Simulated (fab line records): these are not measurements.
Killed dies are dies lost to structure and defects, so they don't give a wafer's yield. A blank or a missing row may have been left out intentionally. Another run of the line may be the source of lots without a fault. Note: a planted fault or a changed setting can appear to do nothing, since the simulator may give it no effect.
fab line records	flow sky130
record: lots: 6	wafers: 18	last-day: 50
route steps=708 shown LDD_HVP@286 LDD_LDN@289
lots that met no fault: taken from a fault-free run of the same line
start-h: start of the lot's first displayed wafer, in hours after the record's first day	wait-h: hours from the lot's prior step to this one	" unchanged from the row above	L1.1+2: several wafers, shown together as one row	- either no value or no given start	* or withheld: withheld	< > ~ a bound
route shown NAME@n: names a module that has steps shown in the file, with the first one's number in the route	usual: mean/standard deviation taken from wafers without a fault	same: alike in all rows	chamber/n: place in a boat	sites: each site's reading	_std_site: the standard deviation of these	_edge_site: the outer-site mean with the inner-site mean subtracted	radius-mm: how far each site lies from the wafer's centre	mask NAME#n: copy n	behind: tool/chamber where the wafer was last shaped	hold: why the lot was held/for how many hours/how that ended	device: which transistor (n, p or np) failed to switch	end of line: the route-end tests of the same wafers	step lacking rows: just its recipe	killed: dies that structure and defects cost at the first sort, which is not the same as the wafer's yield	map: the dies of a wafer, with x for killed, . for not killed, _ for no die there
set.NAME: setting as actually run; set.NAME@STEP: the setting as run at that earlier step	model.NAME: the simulator's own value behind a step, which no gauge read
lots at selected steps of the route; one table per step, one row per wafer
services: from which hour (start-h, from the record's first day; less than 0 if before it) a tool's chamber was out of use, for how many hours, and why
== steps ==
step: SKY_LDD_HVP_IMPLANT_08
recipe: species: B	energy-kev: 20	dose-cm2: 1.7e+13	tilt-deg: 17.9
step: SKY_LDD_HVP_STRIP_09
recipe: chemistry: O2/N2	power-w: 1400	pressure-mtorr: 1500	platen-temp-c: withheld	o2-flow-sccm: 3000	n2-flow-sccm: 300	overash-fraction: 0.5
usual: drypump-motor-current-A: 6.0/0.34	o2-flow-sccm: 3002/9.4	oes-product-au: 0.409/0.0048	strip-time-to-endpoint-s: 4.129/0.014
lot.wafer	tool	chamber	start-h	wait-h	drypump-motor-current-A	o2-flow-sccm	oes-product-au	rf-hours-counter-h	strip-time-to-endpoint-s
L108.1	plasma-asher-02	0	519.09	0.1	5.1	3004	0.411	41	4.101
L108.2	"	1	"	"	6.2	2997	0.409	41	4.105
L108.6	"	1	"	"	6.2	3005	0.416	-	4.103
L118.3	plasma-asher-03	1	601.72	0.1	6.2	2985	0.415	-	4.132
L118.4	"	0	"	"	6.2	2999	0.408	-	4.140
L118.6	"	0	"	"	6.2	2996	0.413	-	4.135
L119.4	plasma-asher-04	0	611.32	0.1	5.7	3011	0.398	-	4.136
L119.5	"	1	"	"	6.0	3005	0.399	-	4.146
L119.6	"	0	"	"	5.7	3011	0.411	-	4.138
L121.4	plasma-asher-04	1	660.77	0.1	6.0	3013	0.399	-	4.141
L121.5	"	0	"	"	5.7	2990	0.402	-	4.124
L121.6	"	1	"	"	6.0	3009	0.411	-	4.131
L122.3	plasma-asher-03	0	661.99	0.1	6.2	3010	0.407	-	4.123
L122.4	"	1	"	"	6.1	3005	0.397	-	4.113
L122.6	"	0	"	"	6.2	2991	0.407	-	4.130
L127.1	plasma-asher-03	1	676.99	0.1	6.2	3002	0.407	83	4.138
L127.2	"	0	"	"	6.2	3013	0.418	83	4.146
L127.3	"	0	"	"	6.2	3006	0.415	-	4.130
step: SKY_LDD_HVP_TW_MEAS_10
usual: LDD_HVP_TW: 462/3.3
lot.wafer	tool	chamber	start-h	wait-h	LDD_HVP_TW
L108.1	film-metro-01	-	519.19	0.1	459
L108.2	"	-	"	"	457
L108.6	"	-	"	"	458
L118.3	film-metro-02	-	601.81	0.1	461
L118.4	"	-	"	"	461
L118.6	"	-	"	"	458
L119.4	film-metro-01	-	611.43	0.1	456
L119.5	"	-	"	"	456
L119.6	"	-	"	"	459
L121.4	film-metro-01	-	660.87	0.1	459
L121.5	"	-	"	"	456
L121.6	"	-	"	"	460
L122.3	film-metro-03	-	662.08	0.1	465
L122.4	"	-	"	"	466
L122.6	"	-	"	"	465
L127.1	film-metro-01	-	677.09	0.1	461
L127.2	"	-	"	"	460
L127.3	"	-	"	"	459
step: SKY_LDD_LDN_DEHYDRATE_00
recipe: temp-c: 200	time-s: 60
step: SKY_LDD_LDN_HMDS_01
recipe: prime-time-s: 60	prime-temp-c: 120
step: SKY_LDD_LDN_COAT_02
recipe: resist: NOVOLAK	spin-rpm: 3000	resist-thk-nm: 1140
step: SKY_LDD_LDN_SOFTBAKE_03
recipe: temp-c: 90	time-s: 60	resist: NOVOLAK
step: SKY_LDD_LDN_EXPOSE_04
recipe: mask-id: LDNTM	na: 0.6	source-shape: conventional	sigma-outer: 0.6	polarization: unpolarized	target-cd-nm: 700	dose-mj: 140
step: SKY_LDD_LDN_PEB_05
recipe: temp-c: withheld	time-s: *	resist: NOVOLAK
step: SKY_LDD_LDN_DEVELOP_06
recipe: resist: NOVOLAK	developer: TMAH	develop-time-s: 60	dev-temp-c: 23
step: SKY_LDD_LDN_OVL_MEAS_07
usual: LDD_LDN_OVL: 0.7/1.3
lot.wafer	tool	chamber	start-h	wait-h	LDD_LDN_OVL[nm]
L108.1	overlay-01	-	549.76	0.1	-0.2
L108.2	"	-	"	"	0.2
L108.6	"	-	"	"	1.4
L118.3	overlay-01	-	630.56	0.1	0.4
L118.4	"	-	"	"	1.6
L118.6	"	-	"	"	0.5
L119.4	overlay-02	-	639.92	0.1	4.5
L119.5	"	-	"	"	3.3
L119.6	"	-	"	"	2.6
L121.4	overlay-02	-	688.87	0.1	2.4
L121.5	"	-	"	"	0.4
L121.6	"	-	"	"	3.0
L122.3	overlay-01	-	690.76	0.1	0.7
L122.4	"	-	"	"	0.9
L122.6	"	-	"	"	1.7
L127.1	overlay-01	-	704.61	0.1	-0.9
L127.2	"	-	"	"	-3.3
L127.3	"	-	"	"	-1.0
step: SKY_LDD_LDN_IMPLANT_08
recipe: species: As	energy-kev: 15	dose-cm2: 1.25e+13	tilt-deg: withheld	rotation-deg: 23
step: SKY_LDD_LDN_IMPLANT_09
recipe: species: As	energy-kev: 15	dose-cm2: 1.25e+13	tilt-deg: withheld	rotation-deg: 113
usual: beam-energy-keV: 14.999/0.0043	beam-on-s: 10.02/0.21
lot.wafer	tool	chamber	start-h	wait-h	beam-energy-keV	beam-on-s
L108.1	implanter-04	0	549.95	0.1	15.002	9.86
L108.2	"	0	"	"	14.993	9.93
L108.6	"	0	"	"	15.001	9.84
L118.3	implanter-03	-	630.79	0.1	-	-
L118.4	"	-	"	"	-	-
L118.6	"	-	"	"	-	-
L119.4	implanter-04	-	640.16	0.1	-	-
L119.5	"	-	"	"	-	-
L119.6	"	-	"	"	-	-
L121.4	implanter-04	0	689.11	0.1	15.000	10.14
L121.5	"	0	"	"	15.001	9.89
L121.6	"	0	"	"	14.999	9.88
L122.3	implanter-04	0	690.99	0.1	14.993	9.93
L122.4	"	0	"	"	15.000	9.93
L122.6	"	0	"	"	14.993	9.91
L127.1	implanter-03	0	704.80	0.1	15.002	10.08
L127.2	"	0	"	"	14.995	9.64
L127.3	"	0	"	"	14.991	9.93
step: SKY_LDD_LDN_IMPLANT_10
recipe: species: As	energy-kev: 15	dose-cm2: 1.25e+13	tilt-deg: withheld	rotation-deg: 203
step: SKY_LDD_LDN_IMPLANT_11
recipe: species: As	energy-kev: 15	dose-cm2: 1.25e+13	tilt-deg: withheld	rotation-deg: 293
step: SKY_LDD_LDN_STRIP_12
recipe: chemistry: O2/N2	power-w: 1400	pressure-mtorr: 1500	platen-temp-c: withheld	o2-flow-sccm: 3000	n2-flow-sccm: 300	overash-fraction: 0.5
usual: drypump-motor-current-A: 5.87/0.3	o2-flow-sccm: 2999/8.5	oes-product-au: 0.715/0.0042	strip-time-to-endpoint-s: 14.17/0.036
lot.wafer	tool	chamber	start-h	wait-h	drypump-motor-current-A	o2-flow-sccm	oes-product-au	rf-hours-counter-h	strip-time-to-endpoint-s
L108.1	plasma-asher-04	0	550.40	0.1	5.76	3016	0.710	12	14.23
L108.2	"	1	"	"	5.96	2993	0.716	12	14.22
L108.6	"	0	"	"	5.73	2984	0.709	-	14.23
L118.3	plasma-asher-04	1	631.22	0.1	6.00	2995	0.721	-	14.21
L118.4	"	0	"	"	5.73	3011	0.719	-	14.25
L118.6	"	1	"	"	6.00	2993	0.720	-	14.24
L119.4	plasma-asher-03	0	640.57	0.1	6.15	3002	0.704	-	14.22
L119.5	"	1	"	"	6.16	3001	0.708	-	14.24
L119.6	"	0	"	"	6.17	3008	0.724	-	14.21
L121.4	plasma-asher-04	1	689.52	0.1	5.98	2997	0.718	-	14.17
L121.5	"	1	"	"	5.99	3003	0.716	-	14.11
L121.6	"	0	"	"	5.75	2997	0.713	-	14.15
L122.3	plasma-asher-04	1	691.42	0.1	5.98	3004	0.714	-	14.17
L122.4	"	0	"	"	5.77	2997	0.713	-	14.17
L122.6	"	0	"	"	5.76	2983	0.719	-	14.18
L127.1	plasma-asher-03	0	705.25	0.1	6.18	2997	0.716	86	14.17
L127.2	"	1	"	"	6.18	3008	0.722	86	14.17
L127.3	"	0	"	"	6.19	3001	0.720	-	14.13
step: SKY_LDD_LDN_TW_MEAS_13
usual: LDD_LDN_TW: 1496/20
lot.wafer	tool	chamber	start-h	wait-h	LDD_LDN_TW
L108.1	film-metro-03	-	550.50	0.1	1515
L108.2	"	-	"	"	1505
L108.6	"	-	"	"	1500
L118.3	film-metro-03	-	631.31	0.1	1378
L118.4	"	-	"	"	1382
L118.6	"	-	"	"	1378
L119.4	film-metro-02	-	640.67	0.1	1371
L119.5	"	-	"	"	1368
L119.6	"	-	"	"	1372
L121.4	film-metro-03	-	689.62	0.1	1494
L121.5	"	-	"	"	1509
L121.6	"	-	"	"	1502
L122.3	film-metro-02	-	691.51	0.1	1496
L122.4	"	-	"	"	1496
L122.6	"	-	"	"	1495
L127.1	film-metro-02	-	705.35	0.1	1505
L127.2	"	-	"	"	1498
L127.3	"	-	"	"	1499
step: SKY_LDD_LDN_CLEAN_14
recipe: chemistry: SC1/SC2	mix: 1:4:20	temp-c: 70	time-s: 150	dry: n2-spin
== services ==
tool	chamber	start-h	hours	kind
plasma-asher-04	-	513.86	2.8	repair
implanter-03	-	558.72	3.1	pm
plasma-asher-03	-	565.38	2.8	pm
implanter-03	-	571.96	2.7	repair
plasma-asher-03	-	582.89	2.7	repair
plasma-asher-03	-	630.04	1.9	repair
plasma-asher-02	-	700.98	5.1	repair
== key ==
first-sign: step: SKY_LDD_LDN_IMPLANT_09	reading: tool-record	direction: missing
effect: step: SKY_LDD_LDN_TW_MEAS_13	reading: LDD_LDN_TW	direction: down	sigmas: 6.2	usual: 1496	struck: 1375
met-at SKY_LDD_LDN_IMPLANT_09
struck-wafers L118.3,L118.4,L118.6,L119.4,L119.5,L119.6
later-rows-left-out L118.3,L118.4,L118.6,L119.4,L119.5,L119.6
sort-left-out L118.3,L118.4,L118.6,L119.4,L119.5,L119.6
tester-left-out L118,L119
onset-between 549.95 630.79
fault: kind: skipped-step-whole	tool: implanter-03,implanter-04	chamber: -	onset-h: 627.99	steps: SKY_LDD_LDN_IMPLANT_09	scope: struck-lots-only
tester-left-out: of these lots the tester's yield and bins aren't shown, on N5 and GAA mostly nor the transistor test; their killed dies are dies lost to structure and defects alone, not to doping, threshold or leakage, so they don't give the yield
sort-left-out: the simulated sort isn't trusted on such a fault, so these wafers' sort isn't shown, and their yield isn't known
later-rows-left-out: the simulator's readings of these wafers behind a module that went badly wrong aren't trusted and aren't shown, but for the sort
